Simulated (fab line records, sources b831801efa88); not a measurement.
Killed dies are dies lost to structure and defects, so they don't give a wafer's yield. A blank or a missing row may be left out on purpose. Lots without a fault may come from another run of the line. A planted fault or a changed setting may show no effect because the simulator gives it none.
Problem report in the 8D (eight disciplines) form, filled by code | flow sky130 | the parts of the form that need people (team, actions taken, sign-off) are left out

1. THE PROBLEM
cathode_dc_power_W at SKY_VIA4_SPUTTER_17 reads a mean of 3151.4 W on 6 wafers of 2 lots; wafers without a fault read 4000.0 W with a standard deviation of 0.74. That is -99 or more standard deviations from the usual mean.
The step: material TiN, target thk 20 nm, time 80 s.
First seen on wafer L749.1, day 47 04:29, on pvd_sputter-04. The record holds 18 wafers of 6 lots with a number at this step. Rule for "out", or "out of limits": more than 4 standard deviations from the usual mean. The other wafers with a number count as sound.

2. WHAT IT IS AND WHAT IT IS NOT
question                    | is                     | is not
which readings at this step | cathode_dc_power_W     | -
which lots                  | L749, L750             | L736, L748, L753, L755
which wafers of those lots  | all that have a number | -
read on which tools         | pvd_sputter-04         | pvd_sputter-01
when                        | from day 47 04:29      | up to then (6 sound wafers); but 6 sound wafers of L753, L755 came after

3. SUSPECTS, AND WHAT RULES EACH OUT
Counting: a tool at a process step up to the reading stays a suspect if it ran every lot that is out and no sound lot after the first of them.
- plasma_asher-03 at SKY_VIA4_STRIP_13 (strips in O2/N2): kept. It ran every lot that is out, first L749 (day 47 03:54), and no sound lot after that; its last sound lot up to then is L736 (day 43 19:35).
- pvd_sputter-04 at SKY_VIA4_SPUTTER_17 (material TiN, target thk 20 nm, time 80 s): kept. It ran every lot that is out, first L749 (day 47 04:29), and no sound lot after that; its last sound lot up to then is L748 (day 47 01:08). Its own readings are out on those wafers: cathode_dc_power_W.
Left after counting: plasma_asher-03 at SKY_VIA4_STRIP_13, pvd_sputter-04 at SKY_VIA4_SPUTTER_17.

4. THE CAUSE (what the simulator had put in)
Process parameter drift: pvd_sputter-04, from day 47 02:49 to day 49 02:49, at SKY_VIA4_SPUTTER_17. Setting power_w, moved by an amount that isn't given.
Counting left 2 suspects, and this tool is among them.

5. THE CHAIN OF EFFECTS, in route order
Each row: a reading whose mean over the struck wafers that have a number lies more than 3 standard deviations from the usual. Only readings for which the record gives a usual standard deviation are gone through. hours: the time from each lot's start at the first step in this table that gives one to its start at this step, as a median over the lots. sigmas: the change in usual standard deviations.
hours | step                | reading            | usual    | on struck wafers | change | sigmas
0     | SKY_VIA4_SPUTTER_17 | cathode_dc_power_W | 4000.0 W | 3151.4           | -848.6 | -99 or more
The process steps in it:
- SKY_VIA4_SPUTTER_17: material TiN, target thk 20 nm, time 80 s.

6. WHAT WOULD HAVE CAUGHT IT SOONER
In this record the first reading out of limits was taken at day 47 04:29, 2 hours after the fault began at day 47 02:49.
